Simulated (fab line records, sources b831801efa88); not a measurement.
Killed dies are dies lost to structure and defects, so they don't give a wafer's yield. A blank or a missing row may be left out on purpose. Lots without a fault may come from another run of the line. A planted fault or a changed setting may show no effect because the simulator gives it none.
Which tool did it? | flow sky130 | 13 lots, 39 wafers sampled, at 6 steps of a route of 708

WHAT THE GAUGES READ, wafer by wafer
SKY_LDD_HVN_TW_MEAS_10.
lot  | measured     | on            | LDD_HVN_TW
L635 | day 21 19:20 | film_metro-02 | 1449 1458 1454
L637 | day 22 02:25 | film_metro-01 | 1441 1443 1441
L638 | day 22 13:29 | film_metro-01 | 1445 1448 1446
L640 | day 23 00:02 | film_metro-02 | 1440 1446 1448
L641 | day 23 15:30 | film_metro-02 | 1451 1452 1450
L642 | day 23 16:44 | film_metro-03 | 1447 1447 1450
L643 | day 24 01:20 | film_metro-01 | 1446 1445 1445
L645 | day 25 01:28 | film_metro-02 | 1449 1444 1447
L647 | day 25 20:11 | film_metro-01 | 1431 1444 1441
L649 | day 26 09:26 | film_metro-02 | 1464 1450 1451
L650 | day 26 20:30 | film_metro-03 | 1442 1442 1444
L654 | day 27 23:59 | film_metro-01 | 1444 1447 1445
L656 | day 28 14:56 | film_metro-02 | 1444 1449 1450

SKY_LDD_HVP_OVL_MEAS_07.
lot  | measured     | on         | LDD_HVP_OVL (nm)
L635 | day 23 02:09 | overlay-01 | 0.0 1.1 -0.3
L637 | day 23 09:11 | overlay-02 | 0.2 2.0 -1.6
L638 | day 23 19:26 | overlay-01 | 0.0 -0.3 -0.8
L640 | day 24 06:53 | overlay-01 | -1.7 1.5 1.5
L641 | day 24 22:34 | overlay-01 | 2.1 2.0 0.9
L642 | day 24 23:14 | overlay-01 | -1.2 -1.2 -0.8
L643 | day 25 07:40 | overlay-02 | -1.5 0.8 -0.3
L645 | day 26 06:44 | overlay-01 | 0.9 0.8 0.7
L647 | day 27 01:58 | overlay-02 | 0.1 0.6 0.8
L649 | day 27 15:26 | overlay-01 | 0.8 0.4 -0.2
L650 | day 28 01:44 | overlay-01 | -0.6 1.9 0.6
L654 | day 29 04:36 | overlay-02 | 1.5 1.2 1.2
L656 | day 29 19:46 | overlay-02 | 0.8 1.0 -0.1

SKY_SD_N_TW_MEAS_12.
lot  | measured     | on            | SD_N_TW
L635 | day 29 09:28 | film_metro-01 | 4004 4017 4002
L637 | day 29 18:20 | film_metro-03 | 4033 4005 4030
L638 | day 30 03:19 | film_metro-03 | 3986 4025 4023
L640 | day 30 13:46 | film_metro-01 | 4020 4002 4007
L641 | day 31 03:04 | film_metro-01 | 4008 4012 4004
L642 | day 31 05:07 | film_metro-03 | 4005 3990 4006
L643 | day 31 13:33 | film_metro-02 | 4051 4040 4046
L645 | day 32 12:47 | film_metro-01 | 4002 4011 4024
L647 | day 33 07:05 | film_metro-01 | 3995 4000 3976
L649 | day 33 18:13 | film_metro-02 | 4048 4062 4074
L650 | day 34 02:58 | film_metro-02 | 4048 4042 4041
L654 | day 35 02:26 | film_metro-01 | 30 30 30
L656 | day 35 17:02 | film_metro-03 | 3981 4019 4012

WHICH TOOL RAN EACH LOT (tool, then ch and the chambers of the sampled wafers, then the start)
lot  | SKY_SPACER_ETCHBACK_02             | SKY_RES_XHIGH_STRIP_08               | SKY_SD_N_STRIP_11
L635 | rie_diel-02 ch 0,2, day 24 10:28   | plasma_asher-04 ch 0,1, day 28 03:57 | plasma_asher-02 ch 0,1, day 29 09:22
L637 | rie_diel-01 ch 0,1,2, day 24 18:16 | plasma_asher-04 ch 0,1, day 28 12:32 | plasma_asher-02 ch 0,1, day 29 18:15
L638 | rie_diel-04 ch 0,3, day 25 04:19   | plasma_asher-03 ch 0,1, day 28 21:59 | plasma_asher-02 ch 0, day 30 03:13
L640 | rie_diel-01 ch 0,2,3, day 25 15:49 | plasma_asher-04 ch 0,1, day 29 08:36 | plasma_asher-02 ch 0,1, day 30 13:40
L641 | rie_diel-01 ch 1,2,3, day 26 06:37 | plasma_asher-03 ch 0,1, day 29 22:22 | plasma_asher-01 ch 0,1, day 31 02:58
L642 | rie_diel-01 ch 0,1,2, day 26 07:50 | plasma_asher-01 ch 0,1, day 30 00:18 | plasma_asher-01 ch 0,1, day 31 05:01
L643 | rie_diel-02 ch 2,3, day 26 15:25   | plasma_asher-03 ch 0,1, day 30 08:30 | plasma_asher-02 ch 0,1, day 31 13:25
L645 | rie_diel-01 ch 2,3, day 27 15:56   | plasma_asher-01 ch 0,1, day 31 07:23 | plasma_asher-02 ch 0,1, day 32 12:41
L647 | rie_diel-02 ch 1,3, day 28 11:36   | plasma_asher-04 ch 0,1, day 32 01:45 | plasma_asher-01 ch 0,1, day 33 06:58
L649 | rie_diel-04 ch 0,2,3, day 28 23:30 | plasma_asher-01 ch 0,1, day 32 13:37 | plasma_asher-02 ch 0,1, day 33 18:07
L650 | rie_diel-01 ch 0,1,3, day 29 09:04 | plasma_asher-04 ch 0,1, day 32 23:02 | plasma_asher-01 ch 0,1, day 34 02:52
L654 | rie_diel-04 ch 0,1,3, day 30 11:46 | plasma_asher-01 ch 1, day 33 23:20   | plasma_asher-02 ch 0,1, day 35 02:19
L656 | rie_diel-01 ch 0,1,2, day 31 02:27 | plasma_asher-04 ch 0,1, day 34 14:08 | plasma_asher-02 ch 0,1, day 35 16:57
- SKY_SPACER_ETCHBACK_02: etches Si3N4 in CH3F/O2, stops on SiO2, time 46.7 s, target depth 45 nm.
- SKY_RES_XHIGH_STRIP_08: strips in O2/N2.
- SKY_SD_N_STRIP_11: strips in O2/N2.

WHAT THE TOOLS THEMSELVES READ (means of the sampled wafers that have a number; where no wafer has one, the mark that the record gives instead)
SKY_SPACER_ETCHBACK_02.
lot  | tool        | drypump_motor_current_A (A) | oes_product_au (a.u.) | throttle_valve_pct (%)
L635 | rie_diel-02 | 6.3                         | 0.852                 | 10.568
L637 | rie_diel-01 | 6.0                         | 0.854                 | 10.560
L638 | rie_diel-04 | 6.1                         | 0.850                 | 10.558
L640 | rie_diel-01 | 5.9                         | 0.851                 | 10.558
L641 | rie_diel-01 | 5.9                         | 0.851                 | 10.557
L642 | rie_diel-01 | 6.0                         | 0.857                 | 10.565
L643 | rie_diel-02 | 5.7                         | 0.857                 | 10.555
L645 | rie_diel-01 | 6.0                         | 0.861                 | 10.565
L647 | rie_diel-02 | 5.4                         | 0.851                 | 10.560
L649 | rie_diel-04 | 6.0                         | 0.862                 | 10.564
L650 | rie_diel-01 | 5.8                         | 0.852                 | 10.563
L654 | rie_diel-04 | 5.8                         | 0.860                 | 10.559
L656 | rie_diel-01 | 6.1                         | 0.855                 | 10.569

SKY_RES_XHIGH_STRIP_08.
lot  | tool            | drypump_motor_current_A (A) | oes_product_au (a.u.) | strip_time_to_endpoint_s (s)
L635 | plasma_asher-04 | 5.8                         | 0.710                 | 14.26
L637 | plasma_asher-04 | 5.6                         | 0.714                 | 14.33
L638 | plasma_asher-03 | 5.3                         | 0.714                 | 14.20
L640 | plasma_asher-04 | 5.6                         | 0.709                 | 14.21
L641 | plasma_asher-03 | 5.3                         | 0.719                 | 14.21
L642 | plasma_asher-01 | 5.7                         | 0.713                 | 14.26
L643 | plasma_asher-03 | 5.3                         | 0.707                 | 14.28
L645 | plasma_asher-01 | 5.7                         | 0.711                 | 14.29
L647 | plasma_asher-04 | 5.5                         | 0.708                 | 14.29
L649 | plasma_asher-01 | 5.7                         | 0.710                 | 14.28
L650 | plasma_asher-04 | 5.8                         | 0.716                 | 14.26
L654 | plasma_asher-01 | 5.1                         | 0.915                 | -
L656 | plasma_asher-04 | 5.8                         | 0.711                 | 14.31

SKY_SD_N_STRIP_11.
lot  | tool            | drypump_motor_current_A (A) | oes_product_au (a.u.) | strip_time_to_endpoint_s (s)
L635 | plasma_asher-02 | 6.0                         | 0.530                 | 22.56
L637 | plasma_asher-02 | 6.1                         | 0.529                 | 22.61
L638 | plasma_asher-02 | 5.9                         | 0.526                 | 22.56
L640 | plasma_asher-02 | 6.0                         | 0.529                 | 22.52
L641 | plasma_asher-01 | 5.4                         | 0.527                 | 22.61
L642 | plasma_asher-01 | 5.4                         | 0.523                 | 22.57
L643 | plasma_asher-02 | 6.1                         | 0.527                 | 22.59
L645 | plasma_asher-02 | 6.1                         | 0.527                 | 22.59
L647 | plasma_asher-01 | 5.7                         | 0.529                 | 22.59
L649 | plasma_asher-02 | 6.0                         | 0.528                 | 22.51
L650 | plasma_asher-01 | 5.4                         | 0.524                 | 22.60
L654 | plasma_asher-02 | 6.0                         | 0.569                 | 29.36
L656 | plasma_asher-02 | 6.1                         | 0.531                 | 22.53

THE ANSWER, worked out from the rows above alone
Rule: what is usual is taken from the lots themselves. Put in order of their means at a reading, lots are off if they are a third of the lots or fewer, leave a main group of 4 or more, and stand apart from it by a gap of 3 or more times the standard deviation of the main group's means; of several such gaps the widest counts. A main group whose means are all the same, to the digits that the tables above print for the reading, isn't used. A lot without any number at a reading at which 4 lots or more have one is off too. The other lots that the step has rows for count as sound. The gauges are gone through in route order, then the tools' own readings, and for those a lot's mean is taken as printed above. The first step at which some lot is off is used, and at that step the reading that is off furthest; a lot without a number counts as furthest.
Off: L654, at SKY_SD_N_TW_MEAS_12 (SD_N_TW). The main group: mean 4018, standard deviation 20.
A tool fits if, at a process step before that reading, it ran every lot that is off, and no sound lot after the first of them. The gauges at SKY_SD_N_TW_MEAS_12 aren't tried: what is off there is off at SKY_RES_XHIGH_STRIP_08 too, on other tools, and a gauge's error can't cause that. Can't be told from this: 2 tools fit, rie_diel-04 at SKY_SPACER_ETCHBACK_02, plasma_asher-01 at SKY_RES_XHIGH_STRIP_08.

WHAT THE SIMULATOR HAD PUT IN
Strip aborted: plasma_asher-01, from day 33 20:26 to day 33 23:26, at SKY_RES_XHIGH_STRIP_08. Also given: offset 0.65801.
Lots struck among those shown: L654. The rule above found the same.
